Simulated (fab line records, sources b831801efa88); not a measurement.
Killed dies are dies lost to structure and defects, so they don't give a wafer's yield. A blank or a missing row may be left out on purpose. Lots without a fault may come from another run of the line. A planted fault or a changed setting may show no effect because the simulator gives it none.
Which tool did it? | flow sky130 | 11 lots, 33 wafers sampled, at 5 steps of a route of 708

WHAT THE GAUGES READ, wafer by wafer
The record holds no reading of a measuring or inspecting step that can be judged against a usual standard deviation.

WHICH TOOL RAN EACH LOT (tool, then ch and the chambers of the sampled wafers, then the start)
lot  | SKY_METAL3_ETCH_16                | SKY_METAL3_STRIP_19                  | SKY_VIA4_STRIP_14               | SKY_VIA4_SPUTTER_17          | SKY_PAD_OPEN_PROBE_99
L865 | rie_metal-04 ch 1, day 38 19:57   | plasma_asher-02 ch 1, day 38 20:14   | wet_bench-04 ch 3, day 43 01:56 | pvd_sputter-01, day 43 02:26 | -
L869 | rie_metal-04 ch 0,1, day 39 18:21 | plasma_asher-02 ch 0,1, day 39 18:38 | wet_bench-04 ch 1, day 43 22:52 | pvd_sputter-02, day 43 23:25 | -
L870 | rie_metal-02 ch 0,1, day 40 01:33 | plasma_asher-01 ch 0,1, day 40 01:51 | wet_bench-03 ch 0, day 44 07:07 | pvd_sputter-02, day 44 07:37 | prober-02, day 47 03:23
L872 | rie_metal-02 ch 0,1, day 40 15:30 | plasma_asher-01 ch 0,1, day 40 15:47 | wet_bench-03 ch 3, day 44 18:29 | pvd_sputter-01, day 44 19:01 | -
L878 | rie_metal-04 ch 0,1, day 43 08:27 | plasma_asher-01 ch 0,1, day 43 08:44 | wet_bench-04 ch 3, day 47 03:46 | pvd_sputter-02, day 47 04:18 | prober-01, day 49 16:13
L879 | rie_metal-02 ch 0,1, day 43 10:24 | plasma_asher-02 ch 0,1, day 43 10:41 | wet_bench-03 ch 0, day 47 05:23 | pvd_sputter-02, day 47 06:18 | prober-01, day 49 17:50
L882 | rie_metal-02 ch 0,1, day 43 11:24 | plasma_asher-01 ch 0,1, day 43 11:41 | wet_bench-04 ch 0, day 47 07:38 | pvd_sputter-03, day 47 08:13 | -
L883 | rie_metal-04 ch 0,1, day 43 12:58 | plasma_asher-02 ch 0,1, day 43 13:16 | wet_bench-04 ch 0, day 47 08:55 | pvd_sputter-03, day 47 09:28 | -
L884 | rie_metal-02 ch 0,1, day 43 16:18 | plasma_asher-03 ch 0,1, day 43 16:35 | wet_bench-01 ch 1, day 47 12:22 | pvd_sputter-01, day 47 12:52 | -
L885 | rie_metal-02 ch 0,1, day 44 01:03 | plasma_asher-02 ch 0, day 44 01:20   | wet_bench-04 ch 0, day 47 18:20 | pvd_sputter-02, day 47 18:53 | -
L888 | rie_metal-02 ch 1, day 44 22:12   | plasma_asher-02 ch 1, day 44 22:40   | wet_bench-03 ch 0, day 48 13:29 | pvd_sputter-02, day 48 14:01 | -
- SKY_METAL3_ETCH_16: etches BARC in N2/H2, stops on SiO2, time 88.2 s, target depth 60 nm.
- SKY_METAL3_STRIP_19: strips in O2/N2.
- SKY_VIA4_STRIP_14: strips in post etch residue remover, time 1200 s.
- SKY_VIA4_SPUTTER_17: material TiN, target thk 20 nm, time 80 s.
- SKY_PAD_OPEN_PROBE_99

WHAT THE TOOLS THEMSELVES READ (means of the sampled wafers that have a number; where no wafer has one, the mark that the record gives instead)
SKY_METAL3_ETCH_16.
lot  | tool         | drypump_motor_current_A (A) | oes_product_au (a.u.) | rf_fwd_power_W (W) | throttle_valve_pct (%)
L865 | rie_metal-04 | 6.6                         | 0.625                 | 497.2              | 13.200
L869 | rie_metal-04 | 6.1                         | 0.624                 | 494.7              | 13.204
L870 | rie_metal-02 | 5.8                         | 0.625                 | 494.9              | 13.207
L872 | rie_metal-02 | 5.7                         | 0.629                 | 496.3              | 13.204
L878 | rie_metal-04 | 6.1                         | 0.626                 | 496.6              | 13.207
L879 | rie_metal-02 | 6.0                         | 0.629                 | 496.7              | 13.198
L882 | rie_metal-02 | 6.0                         | 0.623                 | 497.0              | 13.194
L883 | rie_metal-04 | 6.3                         | 0.631                 | 495.2              | 13.208
L884 | rie_metal-02 | 5.8                         | 0.620                 | 497.4              | 13.201
L885 | rie_metal-02 | 6.0                         | 0.632                 | 498.0              | 13.202
L888 | rie_metal-02 | 5.6                         | 0.625                 | 498.5              | 13.198

SKY_METAL3_STRIP_19.
lot  | tool            | chamber_pressure_mTorr (mTorr) | drypump_motor_current_A (A) | oes_product_au (a.u.) | strip_time_to_endpoint_s (s)
L865 | plasma_asher-02 | 1501.4                         | 6.5                         | 0.502                 | 6.52
L869 | plasma_asher-02 | 1500.3                         | 5.5                         | 0.505                 | 6.59
L870 | plasma_asher-01 | 1500.6                         | 5.8                         | 0.506                 | 6.57
L872 | plasma_asher-01 | 1499.9                         | 5.8                         | 0.509                 | 6.64
L878 | plasma_asher-01 | 1499.8                         | 5.5                         | 0.508                 | 6.61
L879 | plasma_asher-02 | 1499.5                         | 5.5                         | 0.501                 | 6.61
L882 | plasma_asher-01 | 1500.2                         | 5.8                         | 0.503                 | 6.62
L883 | plasma_asher-02 | 1500.1                         | 5.5                         | 0.501                 | 6.52
L884 | plasma_asher-03 | 1500.3                         | 5.9                         | 0.500                 | 6.54
L885 | plasma_asher-02 | 1501.9                         | 5.1                         | 0.500                 | 6.57
L888 | plasma_asher-02 | 1499.9                         | 6.4                         | 0.503                 | 6.55

SKY_VIA4_STRIP_14.
lot  | tool         | bath_guard_temp_C (C) | bath_heat_duty_pct (%)
L865 | wet_bench-04 | 71.5                  | 13.8
L869 | wet_bench-04 | -                     | -
L870 | wet_bench-03 | -                     | -
L872 | wet_bench-03 | 72.7                  | 16.1
L878 | wet_bench-04 | 71.4                  | 14.0
L879 | wet_bench-03 | 73.4                  | 16.9
L882 | wet_bench-04 | 71.6                  | 14.1
L883 | wet_bench-04 | 71.7                  | 14.2
L884 | wet_bench-01 | 72.2                  | 13.4
L885 | wet_bench-04 | 71.6                  | 13.7
L888 | wet_bench-03 | 73.3                  | 16.4

SKY_VIA4_SPUTTER_17.
lot  | tool           | throttle_valve_pct (%)
L865 | pvd_sputter-01 | 30.5
L869 | pvd_sputter-02 | 29.0
L870 | pvd_sputter-02 | 29.4
L872 | pvd_sputter-01 | 30.2
L878 | pvd_sputter-02 | 30.6
L879 | pvd_sputter-02 | 30.0
L882 | pvd_sputter-03 | 30.5
L883 | pvd_sputter-03 | 30.4
L884 | pvd_sputter-01 | 29.8
L885 | pvd_sputter-02 | 30.4
L888 | pvd_sputter-02 | 29.1

SKY_PAD_OPEN_PROBE_99.
lot  | tool      | defect_limited_yield (%) | killed_at_M0_to_M3 | killed_at_M4_up | killed_at_contacts | killed_at_front_end | killed_at_other | killed_dies | killed_open | killed_short | sort_bin_3_pad_short (%) | sort_bin_5_function (%) | sort_bin_6_memory (%) | sort_n_pass | sort_yield_pct (%)
L870 | prober-02 | 83.7                     | 30                 | 3.0             | 34                 | 12                  | 1.0             | 80          | 47          | 33           | 0.8                      | 9.8                     | 5.7                   | 412         | 83.7
L878 | prober-01 | 81.6                     | 46                 | 2.7             | 27                 | 15                  | 0.0             | 91          | 52          | 39           | 0.7                      | 11.4                    | 6.3                   | 401         | 81.6
L879 | prober-01 | 80.8                     | 49                 | 3.3             | 27                 | 14                  | 0.3             | 95          | 49          | 45           | 1.1                      | 11.2                    | 6.9                   | 397         | 80.8

THE ANSWER, worked out from the rows above alone
Rule: what is usual is taken from the lots themselves. Put in order of their means at a reading, lots are off if they are a third of the lots or fewer, leave a main group of 4 or more, and stand apart from it by a gap of 3 or more times the standard deviation of the main group's means; of several such gaps the widest counts. A main group whose means are all the same, to the digits that the tables above print for the reading, isn't used. A lot without any number at a reading at which 4 lots or more have one is off too. The other lots that the step has rows for count as sound. The gauges are gone through in route order, then the tools' own readings, and for those a lot's mean is taken as printed above. The first step at which some lot is off is used, and at that step the reading that is off furthest; a lot without a number counts as furthest.
Off: L869, L870, at SKY_VIA4_STRIP_14 (bath_guard_temp_C). Without a number there: L869, L870. The main group: mean 72.2 C, standard deviation 0.74.
A tool fits if, at that step or a process step before it, it ran every lot that is off, and no sound lot after the first of them. None of those tried fits.

WHAT THE SIMULATOR HAD PUT IN
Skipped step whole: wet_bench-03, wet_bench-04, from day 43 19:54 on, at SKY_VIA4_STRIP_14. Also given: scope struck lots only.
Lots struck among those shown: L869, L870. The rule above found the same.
